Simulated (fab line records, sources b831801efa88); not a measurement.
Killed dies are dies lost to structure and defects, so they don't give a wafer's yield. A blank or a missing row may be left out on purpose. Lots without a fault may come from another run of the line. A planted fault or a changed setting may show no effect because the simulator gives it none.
A struck lot beside a sound one | flow sfq_line | 43 steps out of a route of 325
Sound: wafers L103.2, L103.3, L103.6. Struck: wafers L109.1, L109.5, L109.6. The cause comes at the end.
At each step with rows: each side's tool, then ch and its chambers, then its first start. Under that, the readings that differ: sound wafers | struck wafers | difference of the means | sigmas: that difference in standard deviations of wafers without a fault.
alike: readings whose means differ by less than 2 such deviations, and words and numbers that are the same on both sides. not compared: withheld readings, readings that some wafer has no value for, bounds like >300 that may hide the same value, and numbers for which the record gives no deviation and whose values overlap.
The two part at a step that has a row with sigmas, a row that says differs or no value, or rows on one side only. Numbers that don't overlap but have no deviation are shown without sigmas and don't part them. A reading that every wafer of one side lacks parts them only if that side has two wafers or more.

first, 6 steps without rows for these wafers: SFQ_TRILAYER_M5_LITHO_COAT_128 (resist thk 62 nm); SFQ_TRILAYER_M5_LITHO_COAT_123 (resist thk 600 nm); SFQ_TRILAYER_M5_LITHO_SOFTBAKE_127; SFQ_TRILAYER_M5_LITHO_EXPOSE_124 (exposes mask M5, target cd 700 nm); SFQ_TRILAYER_M5_LITHO_PEB_126 (peb time 60 s); SFQ_TRILAYER_M5_LITHO_DEVELOP_125 (time 60 s).
SFQ_M5_OVL_MEAS_932:
  sound on overlay-01, day 57 12:35; struck on overlay-02, day 58 05:15
  alike: M5_OVL
SFQ_TRILAYER_M5_BARC_OPEN_METAL_ETCH_161: etches BARC in O2, target depth 125 nm, time 41.7 s.
  sound on rie_metal-01 ch 0,1, day 57 12:37; struck on rie_metal-03 ch 0,1, day 58 05:17
  alike: drypump_motor_current_A, oes_product_au, rf_fwd_power_W
  not compared: rf_hours_counter_h
then, 1 step without rows for these wafers: SFQ_TRILAYER_M5_ETCH_METAL_ETCH_126 (etches Nb in Cl2/BCl3, stops on SiO2, time 203.2 s, target depth 265 nm).
SFQ_TRILAYER_M5_STRIP_STRIP_127: strips in O2.
  sound on rie_metal-01 ch 0,1, day 57 12:52; struck on rie_metal-03 ch 0,1, day 58 05:32
  alike: drypump_motor_current_A, oes_product_au
  not compared: rf_hours_counter_h
then, 2 steps without rows for these wafers: SFQ_TRILAYER_M5_STRIP_SOLV_CLEAN_128 (cleans in NMP, time 600 s); SFQ_TRILAYER_A5B_DEP_PECVD_129 (deposits SiO2 from SiH4/N2O, time 133.33 s, target thk 600 nm).
SFQ_TRILAYER_A5B_CMP_CMP_130: polishes, stops on Nb, target thk 340.7 nm.
  sound on cmp-01 ch 0,2,3, day 57 16:38; struck on cmp-02 ch 0,1,2, day 58 10:50
  no value came back on the struck wafers for edge_zone_pressure_frac, head_pressure_psi (psi), motor_current_A (A); on the sound wafers edge_zone_pressure_frac reads 0.995 1.001 1.001
  reading                                              | sound             | struck            | difference | sigmas
  model.SiO2_of_TRILAYER_A5B_DEP_PECVD_129.thk_nm (nm) | 349.1 338.4 352.2 | 597.6 606.7 602.3 | +255.6     |
SFQ_TRILAYER_A5B_METRO_MEASURE_131:
  sound on film_metro-03, day 57 19:50; struck on film_metro-01, day 58 12:20
  reading     | sound       | struck      | difference | sigmas
  thk_nm (nm) | 349 338 352 | 597 607 602 | +256       | +42
SFQ_TRILAYER_R5_DEP_SPUTTER_132: material Ti, target thk 5 nm, time 5 s.
  sound on pvd_sputter-05, day 57 20:50; struck on pvd_sputter-04, day 58 13:32
  alike: throttle_valve_pct
then, 2 steps without rows for these wafers: SFQ_TRILAYER_R5_DEP_SPUTTER_133 (material MoNx, target thk 40 nm, time 66.7 s); SFQ_TRILAYER_R5_DEP_SPUTTER_134 (material Ti, target thk 5 nm, time 5 s).
SFQ_R5_RS_MEAS_933: measures by four-point-probe.
  sound on film_metro-02, day 57 20:57; struck on film_metro-03, day 58 13:37
  alike: R5_MONX_RS
SFQ_R5_THK_MEAS_934: measures by xrf.
  sound on film_metro-02, day 57 21:04; struck on film_metro-03, day 58 13:44
  alike: R5_MONX_THK
then, 6 steps without rows for these wafers: SFQ_TRILAYER_R5_LITHO_COAT_141 (resist thk 62 nm); SFQ_TRILAYER_R5_LITHO_COAT_136 (resist thk 600 nm); SFQ_TRILAYER_R5_LITHO_SOFTBAKE_140; SFQ_TRILAYER_R5_LITHO_EXPOSE_137 (exposes mask R5, target cd 500 nm); SFQ_TRILAYER_R5_LITHO_PEB_139 (peb time 60 s); SFQ_TRILAYER_R5_LITHO_DEVELOP_138 (time 60 s).
-- the record jumps here: 5 days lie between the struck wafers' starts before and after --
SFQ_R5_OVL_MEAS_935:
  sound on overlay-02, day 62 11:20; struck on overlay-01, day 63 11:28
  alike: R5_OVL
SFQ_TRILAYER_R5_BARC_OPEN_METAL_ETCH_177: etches BARC in O2, target depth 125 nm, time 41.7 s.
  sound on rie_metal-03 ch 1, day 62 11:22; struck on rie_metal-02 ch 0,1, day 63 11:30
  alike: drypump_motor_current_A, oes_product_au, rf_fwd_power_W
  not compared: rf_hours_counter_h
then, 10 steps without rows for these wafers: SFQ_TRILAYER_R5_ETCH_METAL_ETCH_139 (etches the open film in Cl2, stops on SiO2, target depth 60 nm, time 40 s); SFQ_TRILAYER_R5_STRIP_STRIP_140 (strips in O2); SFQ_TRILAYER_R5_STRIP_SOLV_CLEAN_141 (cleans in NMP, time 600 s); SFQ_TRILAYER_A5C_DEP_PECVD_142 (deposits SiO2 from SiH4/N2O, time 15.556 s, target thk 70 nm); SFQ_TRILAYER_I5_LITHO_COAT_149 (resist thk 62 nm); SFQ_TRILAYER_I5_LITHO_COAT_144 (resist thk 650 nm); SFQ_TRILAYER_I5_LITHO_SOFTBAKE_148; SFQ_TRILAYER_I5_LITHO_EXPOSE_145 (exposes mask I5, target cd 700 nm); SFQ_TRILAYER_I5_LITHO_PEB_147 (peb time 60 s); SFQ_TRILAYER_I5_LITHO_DEVELOP_146 (time 60 s).
-- the record jumps here: 4 days lie between the struck wafers' starts before and after --
SFQ_I5_OVL_MEAS_936:
  sound on overlay-01, day 66 20:02; struck on overlay-02, day 67 14:02
  alike: I5_OVL
then, 2 steps without rows for these wafers: SFQ_TRILAYER_I5_BARC_OPEN_VIA_ETCH_200 (etches BARC in O2, target depth 125 nm, time 41.7 s); SFQ_TRILAYER_I5_ETCH_VIA_ETCH_147 (etches the open film in CHF3, stops on Nb, target depth 360 nm).
SFQ_TRILAYER_I5_STRIP_STRIP_148: strips in O2.
  sound on rie_metal-04 ch 0,1, day 66 20:16; struck on rie_metal-04 ch 0,1, day 67 14:16
  alike: drypump_motor_current_A, oes_product_au
  not compared: rf_hours_counter_h
then, 1 step without rows for these wafers: SFQ_TRILAYER_I5_STRIP_SOLV_CLEAN_149 (cleans in NMP, time 600 s).
-- the record jumps here: 16 days lie between the struck wafers' starts before and after --
SFQ_M8_BOW_MEAS_951:
  sound on film_metro-02, day 77 20:20; struck on film_metro-02, day 83 15:02
  reading                 | sound             | struck          | difference | sigmas
  model.etest.i5.link_ohm | 2.295 2.278 2.284 | 2.392 2.402 2.4 | +0.112     |
  alike: M8_BOW

WHERE THEY PART
First at SFQ_TRILAYER_A5B_CMP_CMP_130; last, within this record, at SFQ_TRILAYER_A5B_METRO_MEASURE_131. Later steps at which nothing parts them and some readings are alike: SFQ_TRILAYER_R5_DEP_SPUTTER_132, SFQ_R5_RS_MEAS_933, SFQ_R5_THK_MEAS_934, SFQ_R5_OVL_MEAS_935, SFQ_TRILAYER_R5_BARC_OPEN_METAL_ETCH_177, SFQ_I5_OVL_MEAS_936, SFQ_TRILAYER_I5_STRIP_STRIP_148, SFQ_M8_BOW_MEAS_951.

WHY: what the simulator had put in
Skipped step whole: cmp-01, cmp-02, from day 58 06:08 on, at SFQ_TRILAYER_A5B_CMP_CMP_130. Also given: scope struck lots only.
